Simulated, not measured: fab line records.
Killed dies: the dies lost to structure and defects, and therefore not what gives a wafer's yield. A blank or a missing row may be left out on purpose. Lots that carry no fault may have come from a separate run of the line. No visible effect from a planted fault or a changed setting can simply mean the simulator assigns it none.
A struck lot beside a sound one || flow sky130 || 16 steps out of a route of 708
Sound: the wafers L262.1, L262.2, L262.4. Wafers struck: L247.3, L247.5, L247.6. The cause is given at the end.
For every step that has rows: the tool of each side, followed by ch and its chambers, followed by its first start. Under that, the readings that differ: sound wafers || struck wafers || difference of the means || sigmas: that difference in standard deviations of wafers without a fault.
alike: same words and numbers on both sides, and readings whose means sit less than 2 such deviations apart. not compared: any withheld reading, any reading some wafer has no value for, any bound like >300 that may hide the same value, and any number with overlapping values for which the record gives no deviation.
A row with sigmas, a row that says differs or no value, or rows on one side alone: a step with any of these is where the two part. Non-overlapping numbers with no deviation appear without sigmas and do not part them. Lack of a reading on every wafer of one side parts them only where that side has two or more wafers.

SKY_LI_CONTACT_BOW_MEAS_03:
  sound on film_metro-01, day 33 14:32; struck on film_metro-01, day 28 16:41
  alike: LI_CONTACT_BOW
then, 8 steps without rows for these wafers: SKY_LI_CONTACT_DEHYDRATE_04 (time 60 s); SKY_LI_CONTACT_HMDS_05 (prime time 60 s); SKY_LI_CONTACT_COAT_06 (resist thk 60 nm); SKY_LI_CONTACT_COAT_07 (resist thk 450 nm); SKY_LI_CONTACT_SOFTBAKE_08 (time 90 s); SKY_LI_CONTACT_EXPOSE_09 (exposes mask LICM1, target cd 170 nm); SKY_LI_CONTACT_PEB_10; SKY_LI_CONTACT_DEVELOP_11 (develop time 60 s).
SKY_LI_CONTACT_CD_MEAS_12: the cd target is 170 nm.
  sound on cd_sem-01, day 34 17:09; struck on cd_sem-01, day 29 20:13
  alike: cd_nm
SKY_LI_CONTACT_OVL_MEAS_13:
  sound on overlay-02, day 34 17:16; struck on overlay-02, day 29 20:18
  alike: LI_CONTACT_OVL
SKY_LI_CONTACT_ETCH_14: etches BARC in N2/H2, stops on SiO2, time 45.9 s, target depth 60 nm.
  sound on rie_diel-01 ch 2,3, day 34 17:18; struck on rie_diel-01 ch 1,2,3, day 29 20:20
  alike: bias_w, chamber_pressure_mTorr, drypump_motor_current_A, oes_product_au, throttle_valve_pct
  not compared: rf_hours_counter_h
SKY_LI_CONTACT_ETCH_15: etches PSG in C4F8/O2/Ar, stops on Si, target depth 600 nm.
  sound on rie_diel-01 ch 2,3, day 34 17:21; struck on rie_diel-01 ch 1,2,3, day 29 20:22
  no value came back on the struck wafers for bias_w (W), chamber_pressure_mTorr (mTorr), oes_product_au (a.u.); on the sound wafers bias_w (W) reads 1204 1199 1203
{"reading": "model.KrF-thick_of_LI_CONTACT_COAT_07.thk_nm (nm)", "sound": "230 238.4 237.2", "struck": "393.8 390.8 392.8", "difference": "+157.3", "sigmas": ""}
SKY_LI_CONTACT_STRIP_16: strips in O2/N2.
  sound on plasma_asher-01 ch 0,1, day 34 17:26; struck on plasma_asher-04 ch 0,1, day 29 20:29
{"reading": "oes_product_au (a.u.)", "sound": "0.372 0.385 0.377", "struck": "0.445 0.443 0.452", "difference": "+0.069", "sigmas": "+15"}
{"reading": "strip_time_to_endpoint_s (s)", "sound": "3.47 3.56 3.55", "struck": "5.20 5.20 5.20", "difference": "+1.67", "sigmas": "+51"}
  alike: drypump_motor_current_A
  not compared: rf_hours_counter_h
then, 1 step without rows for these wafers: SKY_LI_CONTACT_CLEAN_17 (cleans in NMP, time 600 s).
-- record jumps: 16 days separate the struck wafers' starts on either side; left off in module LI_CONTACT, taken up again in module PAD_OPEN, whose first shown step is the route's number 708 --
SKY_PAD_OPEN_PROBE_99:
  sound on prober-02, day 49 13:41; struck on prober-02, day 46 03:41
{"reading": "killed_at_contacts", "sound": "13 16 17", "struck": "431 432 430", "difference": "+416", "sigmas": "+80"}
{"reading": "killed_dies", "sound": "67 78 79", "struck": "492 492 492", "difference": "+417", "sigmas": "+43"}
{"reading": "killed_on_rim", "sound": "13 17 15", "struck": "96 96 96", "difference": "+81", "sigmas": "+21"}
  alike: killed_at_M0_to_M3, killed_at_M4_up, killed_at_front_end, killed_at_other, killed_open, killed_short

WHERE THEY PART
First at SKY_LI_CONTACT_ETCH_15; last, within this record, at SKY_PAD_OPEN_PROBE_99.

WHY: what the simulator had put in
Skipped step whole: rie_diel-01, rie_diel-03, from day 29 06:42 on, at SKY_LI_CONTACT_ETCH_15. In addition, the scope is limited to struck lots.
